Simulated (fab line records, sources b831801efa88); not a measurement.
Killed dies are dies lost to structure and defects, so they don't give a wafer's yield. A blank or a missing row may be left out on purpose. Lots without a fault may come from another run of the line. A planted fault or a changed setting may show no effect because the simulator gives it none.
Chamber matching | flow gf180mcu | GF_POLY_GATE_ETCH_13 on rie_si-02: 4 sister chambers
The step etches poly-Si in HBr/Cl2, stops on SiO2, target depth 198.5 nm, time 69.6 s. 8 wafers are shown with their chamber, then 8 later ones without.

WAFERS WITH THEIR CHAMBER
wafer  | chamber | drypump_motor_current_A (A) | run_length_s (s)
L721.3 | 0       | 6.0                         | 97.1
L723.1 | 0       | 6.1                         | 97.5
L723.3 | 2       | 5.2                         | 97.9
L725.3 | 1       | 6.1                         | 98.7
L725.4 | 2       | 5.2                         | 97.9
L725.5 | 3       | 5.3                         | 97.5
L726.1 | 1       | 6.1                         | 98.1
L726.2 | 3       | 5.3                         | 97.0

WAFERS WITHOUT THEIR CHAMBER
wafer  | drypump_motor_current_A (A) | run_length_s (s)
L726.5 | 5.3                         | 97.7
L727.5 | 6.1                         | 97.3
L739.2 | 5.2                         | 98.0
L739.3 | 6.1                         | 98.0
L739.5 | 6.1                         | 98.3
L741.2 | 5.2                         | 98.0
L741.3 | 5.3                         | 97.0
L741.4 | 6.1                         | 97.8

WHICH CHAMBER EACH WENT THROUGH
wafer  | from the rows above     | in truth
L726.5 | can't be placed: 3 or 2 | 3
L727.5 | 0                       | 0
L739.2 | 2                       | 2
L739.3 | can't be placed: 1 or 0 | 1
L739.5 | 1                       | 1
L741.2 | 2                       | 2
L741.3 | 3                       | 3
L741.4 | can't be placed: 1 or 0 | 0
Placed correctly: 5 of 8. Can't be placed from these rows: 3 (the true chamber is among the candidates in 3). Placed wrongly: 0.
How it was worked out, from the rows above alone: a wafer's distance from a chamber is the root of the sum, over the readings, of the square of ((its reading less the chamber's mean) divided by the reading's scatter). The wafer belongs to the nearest chamber; if the next one is less than 2 further off, it can't be placed. A chamber's mean is the mean of its shown wafers. The scatter: the root of (the sum of the squares of (reading less its chamber's mean) over the shown wafers, divided by (wafers less chambers)).
